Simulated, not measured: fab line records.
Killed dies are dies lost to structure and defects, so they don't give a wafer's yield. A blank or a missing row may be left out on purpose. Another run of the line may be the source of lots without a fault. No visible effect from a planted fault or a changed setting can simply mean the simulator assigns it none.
Comparing a struck lot with a sound one / flow sfqLine / 42 steps out of a route of 325
Sound: the wafers L405.1, L405.2, L405.6. The struck wafers were L409.2, L409.4, L409.6. Last of all comes the cause.
Order at every step that has rows: each side's tool, ch and its chambers, its first start. Under that, the readings that differ: sound wafers / struck wafers / difference of the means / sigmas: that difference in standard deviations of wafers without a fault.
alike: same words and numbers on both sides, and readings whose means sit less than 2 such deviations apart. not compared: any withheld reading, any reading some wafer has no value for, any bound like >300 that may hide the same value, and any number with overlapping values for which the record gives no deviation.
A row with sigmas, a row that says differs or no value, or rows on one side alone: a step with any of these is where the two part. Non-overlapping numbers with no deviation appear without sigmas and do not part them. A reading missing from all wafers of one side parts the sides only when that side holds two or more wafers.

SFQ_M0_OVL_MEAS_906:
  sound on overlay-01, day 11 19:42; struck on overlay-01, day 13 04:07
  alike: M0_OVL
then, 2 steps without rows for these wafers: SFQ_TRILAYER_M0_BARC_OPEN_METAL_ETCH_031 (etches BARC in O2, target depth 125 nm, time 41.7 s); SFQ_TRILAYER_M0_ETCH_METAL_ETCH_024 (etches Nb in Cl2/Ar, stops on SiO2, target depth 240 nm, time 120 s).
SFQ_TRILAYER_M0_STRIP_STRIP_025: strips in O2.
  sound on rieMetal-04 ch 0,1, day 11 19:55; struck on rieMetal-03 ch 0, day 13 04:43
  alike: drypumpMotorCurrentA, oesProductAu
  not compared: rfHoursCounterH
then, 3 steps without rows for these wafers: SFQ_TRILAYER_M0_STRIP_SOLV_CLEAN_026 (cleans in NMP, time 600 s); SFQ_TRILAYER_I0_DEP_PECVD_027 (deposits SiO2 from SiH4/N2O, time 111.11 s, target thk 500 nm); SFQ_TRILAYER_I0_CMP_CMP_028 (polishes SiO2).
SFQ_I0_BOW_MEAS_907:
  sound on filmMetro-04, day 12 00:50; struck on filmMetro-03, day 13 18:52
  alike: I0_BOW
SFQ_TRILAYER_I0_METRO_MEASURE_029:
  sound on filmMetro-04, day 12 00:58; struck on filmMetro-03, day 13 19:10
  alike: thkNm
then, 3 steps without rows for these wafers: SFQ_TRILAYER_I0_VIA_LITHO_COAT_036 (resist thk 62 nm); SFQ_TRILAYER_I0_VIA_LITHO_COAT_031 (resist thk 650 nm); SFQ_TRILAYER_I0_VIA_LITHO_SOFTBAKE_035.
-- the record jumps here: 5 days lie between the struck wafers' starts before and after --
SFQ_TRILAYER_I0_VIA_LITHO_EXPOSE_032: exposes mask I0, target cd 500 nm.
  sound on krfScanner-01 ch 0, day 16 15:17; struck on krfScanner-02 ch 0, day 19 03:12
reading=model.I0.overlayXNm (nm); sound=3.015 3.015 3.015; struck=62.99 62.99 62.99; difference=+59.98; sigmas=
  alike: mask, exposureDoseMJCm2, focusOffsetNm
then, 2 steps without rows for these wafers: SFQ_TRILAYER_I0_VIA_LITHO_PEB_034 (peb time 60 s); SFQ_TRILAYER_I0_VIA_LITHO_DEVELOP_033 (time 60 s).
SFQ_I0_OVL_MEAS_908:
  sound on overlay-02, day 16 16:47; struck on overlay-01, day 19 04:31
reading=I0_OVL (nm); sound=-4 3 2; struck=63 59 64; difference=+62; sigmas=+13
then, 1 step without rows for these wafers: SFQ_TRILAYER_I0_VIA_BARC_OPEN_VIA_ETCH_046 (etches BARC in O2, target depth 125 nm, time 41.7 s).
SFQ_TRILAYER_I0_VIA_ETCH_VIA_ETCH_034: etches SiO2 in CHF3, stops on Nb, target depth 260 nm.
  sound on rieDiel-01 ch 0,1,2, day 16 16:52; struck on rieDiel-03 ch 0,1,2, day 19 04:35
  alike: biasW, drypumpMotorCurrentA, oesProductAu
then, 4 steps without rows for these wafers: SFQ_TRILAYER_I0_VIA_STRIP_STRIP_035 (strips in O2); SFQ_TRILAYER_I0_VIA_STRIP_SOLV_CLEAN_036 (cleans in NMP, time 600 s); SFQ_TRILAYER_M1_DEP_PRE_CLEAN_038 (time 22.5 s); SFQ_TRILAYER_M1_DEP_SPUTTER_037 (material Nb, target thk 200 nm, time 133.3 s).
SFQ_M1_RS_MEAS_909: a four-point-probe measurement.
  sound on filmMetro-02, day 16 17:53; struck on filmMetro-04, day 19 05:37
  alike: M1_NB_RS
then, 6 steps without rows for these wafers: SFQ_TRILAYER_M1_LITHO_COAT_044 (resist thk 62 nm); SFQ_TRILAYER_M1_LITHO_COAT_039 (resist thk 600 nm); SFQ_TRILAYER_M1_LITHO_SOFTBAKE_043; SFQ_TRILAYER_M1_LITHO_EXPOSE_040 (exposes mask M1, target cd 500 nm); SFQ_TRILAYER_M1_LITHO_PEB_042 (peb time 60 s); SFQ_TRILAYER_M1_LITHO_DEVELOP_041 (time 60 s).
SFQ_M1_OVL_MEAS_911:
  sound on overlay-02, day 16 21:02; struck on overlay-01, day 19 08:01
  alike: M1_OVL
SFQ_TRILAYER_M1_BARC_OPEN_METAL_ETCH_054: etches BARC in O2, target depth 125 nm, time 41.7 s.
  sound on rieMetal-03 ch 0,1, day 16 21:04; struck on rieMetal-02 ch 0, day 19 08:03
reading=drypumpMotorCurrentA (A); sound=6.3 6.4 6.3; struck=4.8 4.8 4.8; difference=-1.5; sigmas=-3
  alike: biasW, oesProductAu
  not compared: rfHoursCounterH
SFQ_TRILAYER_M1_ETCH_METAL_ETCH_042: etches Nb in Cl2/Ar, stops on SiO2, target depth 240 nm, time 120 s.
  sound on rieMetal-03 ch 0,1, day 16 21:08; struck on rieMetal-02 ch 0, day 19 08:07
reading=drypumpMotorCurrentA (A); sound=6.3 6.4 6.3; struck=4.8 4.8 4.8; difference=-1.5; sigmas=-3
  alike: biasW, oesProductAu
  not compared: rfHoursCounterH
then, 4 steps without rows for these wafers: SFQ_TRILAYER_M1_STRIP_STRIP_043 (strips in O2); SFQ_TRILAYER_M1_STRIP_SOLV_CLEAN_044 (cleans in NMP, time 600 s); SFQ_TRILAYER_I1_DEP_PECVD_045 (deposits SiO2 from SiH4/N2O, time 111.11 s, target thk 500 nm); SFQ_TRILAYER_I1_CMP_CMP_046 (polishes SiO2).
SFQ_I1_BOW_MEAS_912:
  sound on filmMetro-03, day 17 01:07; struck on filmMetro-03, day 19 12:07
reading=I1_BOW (um); sound=6 9 27; struck=3 -6 -3; difference=-16; sigmas=-2
then, 4 steps without rows for these wafers: SFQ_TRILAYER_I1_METRO_MEASURE_047; SFQ_TRILAYER_I1_VIA_LITHO_COAT_054 (resist thk 62 nm); SFQ_TRILAYER_I1_VIA_LITHO_COAT_049 (resist thk 650 nm); SFQ_TRILAYER_I1_VIA_LITHO_SOFTBAKE_053.
-- the record jumps here: 58 days lie between the struck wafers' starts before and after --
SFQ_M8_BOW_MEAS_951:
  sound on filmMetro-02, day 76 18:06; struck on filmMetro-02, day 77 05:03
reading=M8_BOW (um); sound=26 28 46; struck=8 -1 3; difference=-30; sigmas=-3
reading=model.etest.i0.linkOhm; sound=1.955 1.962 1.954; struck=2.009 2.01 2; difference=+0.049; sigmas=

WHERE THEY PART
First at SFQ_I0_OVL_MEAS_908; last, within this record, at SFQ_M8_BOW_MEAS_951.

WHY: what had been put in by the simulator
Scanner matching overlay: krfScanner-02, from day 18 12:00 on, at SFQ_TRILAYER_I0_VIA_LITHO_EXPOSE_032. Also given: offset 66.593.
